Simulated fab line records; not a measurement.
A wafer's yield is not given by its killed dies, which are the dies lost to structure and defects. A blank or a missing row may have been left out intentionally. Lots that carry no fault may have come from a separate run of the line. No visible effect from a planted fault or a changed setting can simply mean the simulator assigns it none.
Matching of chambers -- flow sky130 -- SKY_VIA3_CMP_02 on cmp-01 has 4 sister chambers
The step polishes SiO2. 4 wafers are shown with their chamber, then 12 later ones without.

## WAFERS WITH THEIR CHAMBER
wafer,chamber,motorCurrentA (A)
L087.2,3,12.3
L088.6,1,12.1
L089.1,2,11.8
L089.5,0,12.3

## WAFERS WITH NO CHAMBER GIVEN
wafer,motorCurrentA (A)
L091.2,12.3
L091.3,11.6
L091.5,11.7
L094.1,12.3
L094.2,13.3
L094.4,12.9
L097.2,12.0
L097.5,12.9
L097.6,12.1
L096.2,12.7
L096.4,12.1
L096.6,13.2

## CHAMBER TAKEN BY EACH
wafer,from the rows above,in truth
L091.2,can't be placed: 0 or 3 or 1 or 2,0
L091.3,can't be placed: 2 or 1 or 0 or 3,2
L091.5,can't be placed: 2 or 1 or 0 or 3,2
L094.1,can't be placed: 0 or 3 or 1 or 2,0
L094.2,can't be placed: 0 or 3 or 1 or 2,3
L094.4,can't be placed: 0 or 3 or 1 or 2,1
L097.2,can't be placed: 1 or 2 or 0 or 3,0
L097.5,can't be placed: 0 or 3 or 1 or 2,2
L097.6,can't be placed: 1 or 0 or 3 or 2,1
L096.2,can't be placed: 0 or 3 or 1 or 2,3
L096.4,can't be placed: 1 or 0 or 3 or 2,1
L096.6,can't be placed: 0 or 3 or 1 or 2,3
Correct placement for 0 of the 12. From these rows, 12 cannot be placed; in 12 the true chamber is one of the candidates. Number placed wrongly: 0.
How it was worked out, from the rows above alone: a wafer's distance from a chamber is the root of the sum, over the readings, of the square of ((its reading less the chamber's mean) divided by the reading's scatter). The wafer belongs to the nearest chamber; if the next one is less than 2 further off, it can't be placed. For every chamber, the mean is computed from those of its wafers that are shown. The scatter: with one shown wafer a chamber, the root of the mean of the squares of how far each hidden wafer lies from its nearest shown one.
